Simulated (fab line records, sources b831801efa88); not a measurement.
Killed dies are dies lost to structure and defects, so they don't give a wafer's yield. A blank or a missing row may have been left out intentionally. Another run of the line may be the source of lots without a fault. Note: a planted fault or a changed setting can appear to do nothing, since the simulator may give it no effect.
fab line records | flow sky130
record lots=12 wafers=34 lastDay=50
route steps=708 shown SD_P@331 METAL1@453 VIA1@459 VIA2@509 PAD_OPEN@708
lots with no fault: from the same line, run without faults
startH: start of the lot's first displayed wafer, in hours after the record's first day | waitH: time in hours since the lot's previous step | " unchanged from the row above | L1.1+2: a row that stands for several wafers | - value missing, or start not given | * or withheld: withheld | < > ~ a bound
route shown NAME@n: NAME is a module with steps in the file, n the number in the route of the first one | usual: the fault-free wafers' mean and standard deviation | same: alike in all rows | chamber/n: place in a boat | sites: each site's reading | _std_site: how widely they spread, as a standard deviation | _edge_site: mean of outer sites minus mean of inner sites | radiusMm: how far each site lies from the wafer's centre | mask NAME#n: copy n | behind: the most recent tool/chamber to have shaped the wafer | hold: cause of the lot's hold/its duration in hours/its outcome | device: which transistor (n, p or np) failed to switch | end of line: the route-end tests of the same wafers | a step without rows: its recipe alone | killed: dies lost to structure and defects at the first sort, not the wafer's yield | map: dies across one wafer; x = killed, . = not, _ = none there
set.NAME: the setting the step ran with; set.NAME@STEP: the setting that earlier step ran with | model.NAME: the simulator's own value behind a step, which no gauge read
route steps across a sampled set of lots; one table per step, one row per wafer
services: when a tool's chamber went out of use (startH, in hours from the record's first day, below 0 if earlier), for how many hours, and the reason
## steps
# step SKY_SD_P_TW_MEAS_11
# usual SD_P_TW=2806/11
# columns lot.wafer tool chamber startH waitH SD_P_TW
L408.2 filmMetro-04 - 594.90 0.1 2812
L408.3 " - " " 2823
L408.5 " - " " 2817
L409.1 filmMetro-02 - 601.99 0.1 2803
L409.3 " - " " 2797
L409.5 " - " " 2801
L411.2 filmMetro-01 - 629.50 0.1 2823
L411.4 " - " " 2813
L411.6 " - " " 2809
L413.3 filmMetro-02 - 639.66 0.1 2799
L413.4 " - " " 2806
L413.5 " - " " 2789
L415.1 filmMetro-02 - 653.39 0.1 2805
L415.3 " - " " 2815
L415.6 " - " " 2791
L416.2 filmMetro-04 - 665.63 0.1 2812
L416.5 " - " " 2810
L416.6 " - " " 2816
L420.1 filmMetro-02 - 697.22 0.1 2808
L420.5 " - " " 2808
L420.6 " - " " 2832
L421.3 filmMetro-04 - 703.21 0.1 2788
L421.5 " - " " 2800
L422.2 filmMetro-01 - 716.40 0.1 2796
L422.4 " - " " 2798
L425.2 filmMetro-02 - 745.80 0.1 2784
L425.3 " - " " 2789
L425.4 " - " " 2788
L427.1 filmMetro-04 - 755.77 0.1 2798
L427.3 " - " " 2823
L427.5 " - " " 2793
L428.3 filmMetro-04 - 761.36 0.1 2805
L428.4 " - " " 2822
L428.6 " - " " 2808
# step SKY_METAL1_METAL_ETCH_19
# recipe targetDepthA=3600 stopOn=SiO2 overEtchFrac=0.3 timeS=78 chemistry=Cl2/BCl3 resistSidewallDeg=88 pressureMtorr=10 icpW=900 biasW=48.5 Cl2_flow_sccm=60 bcl3FlowSccm=30
# usual drypumpMotorCurrentA=6.3/0.44 oesProductAu=0.855/0.0063 overEtchFrac=0.3/0 throttleValvePct=22.265/0.0088
# columns lot.wafer tool chamber startH waitH drypumpMotorCurrentA oesProductAu overEtchFrac rfHoursCounterH throttleValvePct
L408.2 rieMetal-04 1 768.22 0.0 6.8 0.859 0.3 5 22.269
L408.3 " 0 " " 6.4 0.852 0.3 - 22.259
L408.5 " 0 " " 6.4 0.855 0.3 - 22.266
L409.1 rieMetal-04 0 777.12 0.0 6.4 0.849 0.3 7 22.272
L409.3 " 0 " " 6.4 0.861 0.3 - 22.251
L409.5 " 1 " " 6.7 0.854 0.3 - 22.263
L411.2 rieMetal-03 0 802.27 0.0 5.4 0.847 0.3 14 22.250
L411.4 " 0 " " 5.4 0.852 0.3 - 22.258
L411.6 " 0 " " 5.4 0.859 0.3 - 22.270
L413.3 rieMetal-03 0 810.46 0.1 5.4 0.847 0.3 - 22.276
L413.4 " 1 " " 6.1 0.854 0.3 - 22.271
L413.5 " 1 " " 6.1 0.859 0.3 - 22.265
L415.1 rieMetal-03 1 821.58 0.0 6.1 0.854 0.3 5 22.266
L415.3 " 0 " " 5.5 0.852 0.3 - 22.271
L415.6 " 0 " " 5.5 0.851 0.3 - 22.273
L416.2 rieMetal-02 0 834.48 0.0 6.0 0.858 0.3 15 22.258
L416.5 " 1 " " 6.6 0.866 0.3 - 22.276
L416.6 " 0 " " 6.0 0.862 0.3 - 22.264
L420.1 rieMetal-04 1 864.52 0.0 6.7 0.854 0.3 9 22.264
L420.5 " 1 " " 6.7 0.769 0.603 - 22.268
L420.6 " 0 " " 6.4 0.861 0.3 - 22.259
L421.3 rieMetal-04 0 868.85 0.1 6.4 0.854 0.3 - 22.274
L421.5 " 0 " " 6.4 0.760 0.603 - 22.259
L422.2 rieMetal-04 1 881.42 0.0 6.7 0.758 0.603 9 22.278
L422.4 " 1 " " 6.7 0.851 0.3 - 22.261
L425.2 rieMetal-02 1 908.17 0.0 6.7 0.862 0.3 12 22.254
L425.3 " 1 " " 6.7 0.858 0.3 - 22.257
L425.4 " 0 " " 6.0 0.857 0.3 - 22.270
L427.1 rieMetal-02 1 918.36 0.1 6.6 0.847 0.3 12 22.264
L427.3 " 1 " " 6.6 0.851 0.3 - 22.246
L427.5 " 1 " " 6.6 0.861 0.3 - 22.263
L428.3 rieMetal-02 1 923.32 0.1 6.6 0.846 0.3 - 22.263
L428.4 " 1 " " 6.6 0.861 0.3 - 22.268
L428.6 " 1 " " 6.6 0.857 0.3 - 22.259
# step SKY_METAL1_STRIP_20
# recipe chemistry=O2/N2 powerW=1400 pressureMtorr=1500 platenTempC=withheld o2FlowSccm=3000 n2FlowSccm=300 overashFraction=0.5
# usual drypumpMotorCurrentA=5.7/0.34 oesProductAu=0.343/0.0055 stripTimeToEndpointS=2.69/0.061
# columns lot.wafer tool chamber startH waitH drypumpMotorCurrentA oesProductAu rfHoursCounterH stripTimeToEndpointS
L408.2 plasmaAsher-04 1 768.31 0.1 5.5 0.349 2 2.65
L408.3 " 0 " " 6.0 0.339 - 2.60
L408.5 " 1 " " 5.5 0.340 - 2.58
L409.1 plasmaAsher-02 0 777.21 0.1 6.3 0.344 66 2.60
L409.3 " 0 " " 6.3 0.343 - 2.61
L409.5 " 1 " " 5.2 0.332 - 2.67
L411.2 plasmaAsher-04 1 802.36 0.1 5.5 0.346 5 2.77
L411.4 " 1 " " 5.5 0.348 - 2.78
L411.6 " 0 " " 6.0 0.343 - 2.76
L413.3 plasmaAsher-01 0 810.64 0.1 5.4 0.348 - 2.76
L413.4 " 1 " " 5.8 0.342 - 2.70
L413.5 " 0 " " 5.4 0.343 - 2.65
L415.1 plasmaAsher-02 0 821.67 0.1 6.3 0.338 69 2.66
L415.3 " 0 " " 6.3 0.348 - 2.74
L415.6 " 1 " " 5.2 0.344 - 2.71
L416.2 plasmaAsher-02 0 834.57 0.1 6.3 0.341 70 2.73
L416.5 " 1 " " 5.2 0.350 - 2.77
L416.6 " 0 " " 6.3 0.347 - 2.73
L420.1 plasmaAsher-01 0 864.61 0.1 5.5 0.346 46 2.64
L420.5 " 1 " " 5.8 0.315 - 2.02
L420.6 " 0 " " 5.5 0.332 - 2.61
L421.3 plasmaAsher-02 1 868.94 0.1 5.2 0.345 - 2.64
L421.5 " 0 " " 6.3 0.317 - 1.99
L422.2 plasmaAsher-04 1 881.51 0.1 5.5 0.322 13 2.03
L422.4 " 1 " " 5.5 0.343 - 2.62
L425.2 plasmaAsher-02 0 908.26 0.1 6.3 0.346 77 2.76
L425.3 " 0 " " 6.3 0.346 - 2.75
L425.4 " 1 " " 5.2 0.351 - 2.79
L427.1 plasmaAsher-04 1 918.54 0.1 5.5 0.344 16 2.75
L427.3 " 0 " " 6.0 0.352 - 2.75
L427.5 " 1 " " 5.5 0.345 - 2.76
L428.3 plasmaAsher-01 0 923.48 0.1 5.4 0.350 - 2.78
L428.4 " 1 " " 5.8 0.344 - 2.79
L428.6 " 1 " " 5.8 0.351 - 2.76
# step SKY_VIA1_THK_MEAS_01
# recipe reads=SiO2_of_VIA1_HDPCVD_00
# usual VIA1_HDPCVD_THK=1032/9.7
# columns lot.wafer tool chamber startH waitH VIA1_HDPCVD_THK[nm]
L408.2 filmMetro-02 - 769.06 0.1 1037
L408.3 " - " " 1031
L408.5 " - " " 1030
L409.1 filmMetro-01 - 777.92 0.1 1045
L409.3 " - " " 1029
L409.5 " - " " 1038
L411.2 filmMetro-02 - 803.08 0.1 1014
L411.4 " - " " 1029
L411.6 " - " " 1013
L413.3 filmMetro-04 - 811.33 0.1 1056
L413.4 " - " " 1051
L413.5 " - " " 1036
L415.1 filmMetro-02 - 822.41 0.1 1035
L415.3 " - " " 1052
L415.6 " - " " 1022
L416.2 filmMetro-02 - 835.28 0.1 1047
L416.5 " - " " 1035
L416.6 " - " " 1037
L420.1 filmMetro-01 - 865.34 0.1 1033
L420.5 " - " " 1024
L420.6 " - " " 1017
L421.3 filmMetro-01 - 869.63 0.1 1022
L421.5 " - " " 1027
L422.2 filmMetro-01 - 882.24 0.1 1036
L422.4 " - " " 1037
L425.2 filmMetro-02 - 908.98 0.1 1027
L425.3 " - " " 1021
L425.4 " - " " 1031
L427.1 filmMetro-01 - 919.28 0.1 1015
L427.3 " - " " 1037
L427.5 " - " " 1014
L428.3 filmMetro-02 - 924.21 0.1 1028
L428.4 " - " " 1044
L428.6 " - " " 1044
# step SKY_VIA2_CMP_02
# recipe material=SiO2 downForcePsi=4 platenRpm=60 padVelocityMS=0.94248
# usual motorCurrentA=10.7/0.9
# columns lot.wafer tool chamber startH waitH motorCurrentA
L408.3 cmp-02 2 825.14 0.0 9.6
L408.2 " 3 " " 11.2
L408.5 " 3 " " 10.8
L409.3 cmp-02 0 833.65 0.1 10.5
L409.1 " 2 " " 9.9
L409.5 " 0 " " 9.8
L411.2 cmp-02 1 857.61 0.1 12.2
L411.4 " 3 " " 10.8
L411.6 " 2 " " 9.8
L413.3 cmp-02 2 866.73 0.0 9.5
L413.4 " 3 " " 10.1
L413.5 " 2 " " 9.2
L415.3 cmp-02 0 878.23 0.1 10.4
L415.1 " 1 " " 11.9
L415.6 " 0 " " 10.5
L416.2 cmp-02 3 890.35 0.4 10.4
L416.6 " 0 " " 10.1
L416.5 " 1 " " 12.1
L420.1 cmp-02 2 918.83 0.2 10.2
L420.6 " 3 " " 10.8
L420.5 " 0 " " 10.8
L421.3 cmp-02 1 923.07 0.2 12.6
L421.5 " 2 " " 9.5
L422.4 cmp-02 0 934.91 0.1 10.2
L422.2 " 1 " " 11.9
L425.4 cmp-01 3 961.60 0.0 10.7
L425.2 " 0 " " 10.3
L425.3 " 2 " " 10.5
L427.3 cmp-02 0 972.34 0.1 9.8
L427.1 " 2 " " 9.4
L427.5 " 3 " " 10.2
L428.4 cmp-01 2 976.51 0.1 11.5
L428.3 " 0 " " 10.5
L428.6 " 3 " " 11.0
# step SKY_PAD_OPEN_PROBE_99
# usual defectLimitedYield=82.4/1.9 killed_at_M0_to_M3=44/7.5 killed_at_M4_up=3.2/1.9 killedAtContacts=23/4.7 killedAtFrontEnd=15/4.7 killedAtOther=0.4/0.66 killedDies=87/9.3 killedOpen=47/7.2 killedShort=39/6.5 sort_bin_3_pad_short=0.8/0.39 sort_bin_5_function=10.5/1.4 sort_bin_6_memory=6.3/1.2 sortNPass=405/9.3 sortYieldPct=82.4/1.9
# same grossDies=492 killedAtBackSide=0 sort_bin_4_leakage[%]=0 sort_bin_8_speed[%]=0
# columns lot.wafer tool chamber startH waitH defectLimitedYield[%] killed_at_M0_to_M3 killed_at_M4_up killedAtContacts killedAtFrontEnd killedAtOther killedDies killedOpen killedShort sort_bin_3_pad_short[%] sort_bin_5_function[%] sort_bin_6_memory[%] sortNPass sortYieldPct[%]
L421.3 prober-02 - 1154.90 0.2 82.9 47 0 25 12 0 84 42 41 0.6 10.4 6.1 408 82.9
L421.5 prober-02 - 1155.00 0.2 84.3 41 3 22 10 1 77 47 29 0.4 9.3 5.9 415 84.3
# killed by level:class
L421.3 VIA1:geometricParticle:open=13 METAL2:geometricParticle:short=9 CONTACT:geometricParticle:short=8 METAL1:geometricParticle:short=7 LI_CONTACT:geometricParticle:open=6 CONTACT:geometricParticle:open=6 VIA3:geometricParticle:open=4 LOCAL_INTERCONNECT:geometricParticle:short=4
L421.5 VIA1:geometricParticle:open=13 VIA3:geometricParticle:open=9 CONTACT:geometricParticle:open=8 VIA2:geometricParticle:open=5 LI_CONTACT:geometricParticle:short=4 CONTACT:geometricParticle:short=4 METAL2:geometricParticle:short=4 FIELD_ISO:geometricParticle:open=3
## services
# columns tool chamber startH hours kind
cmp-02 - 748.00 - consumableReplace:conditioner
cmp-02 - 748.00 - consumableReplace:pad
plasmaAsher-04 - 786.38 6.1 repair
plasmaAsher-02 - 787.73 2.8 pm
cmp-02 - 793.30 0.3 repair
rieMetal-02 1 798.33 10.3 repair
plasmaAsher-02 - 798.73 13.0 repair
plasmaAsher-04 - 808.40 8.5 repair
cmp-01 - 819.73 0.9 repair
cmp-02 - 822.34 0.8 repair
cmp-01 - 831.29 63.6 repair
rieMetal-02 - 841.42 2.8 pm
cmp-01 - 841.77 2.3 repair
rieMetal-03 1 869.59 1.9 repair
cmp-01 - 894.84 5.2 pm
cmp-02 - 900.07 5.6 pm
plasmaAsher-04 - 902.95 12.9 pm
rieMetal-02 0 911.51 - clean
rieMetal-02 0 911.51 18.9 scheduledDown
rieMetal-04 - 911.98 0.4 repair
cmp-01 - 912.00 4.0 pm
cmp-02 - 925.84 8.8 pm
cmp-02 - 955.57 12.2 pm
plasmaAsher-01 - 966.95 3.2 repair
## key
firstSign step=SKY_METAL1_METAL_ETCH_19 reading=overEtchFrac direction=up sigmas=99+ usual=0.3 struck=0.603
effect step=SKY_METAL1_METAL_ETCH_19 reading=oesProductAu direction=down sigmas=15 usual=0.855 struck=0.762
effect step=SKY_METAL1_STRIP_20 reading=stripTimeToEndpointS direction=down sigmas=11 usual=* struck=*
metAt SKY_METAL1_METAL_ETCH_19
struckLots L420,L421,L422
struckWafers L420.5,L421.5,L422.2
notActingAt SKY_SD_P_TW_MEAS_11,SKY_VIA1_THK_MEAS_01,SKY_VIA2_CMP_02
onsetBetween 777.12 864.52
fault kind=processParameterDrift tool=rieMetal-04 chamber=- onsetH=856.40 steps=SKY_METAL1_METAL_ETCH_19 channel=overEtchFrac offset=0.303 shape=step endH=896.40 scope=struckWafersOnly actsIn=theseRecipesOnly stated=0.3
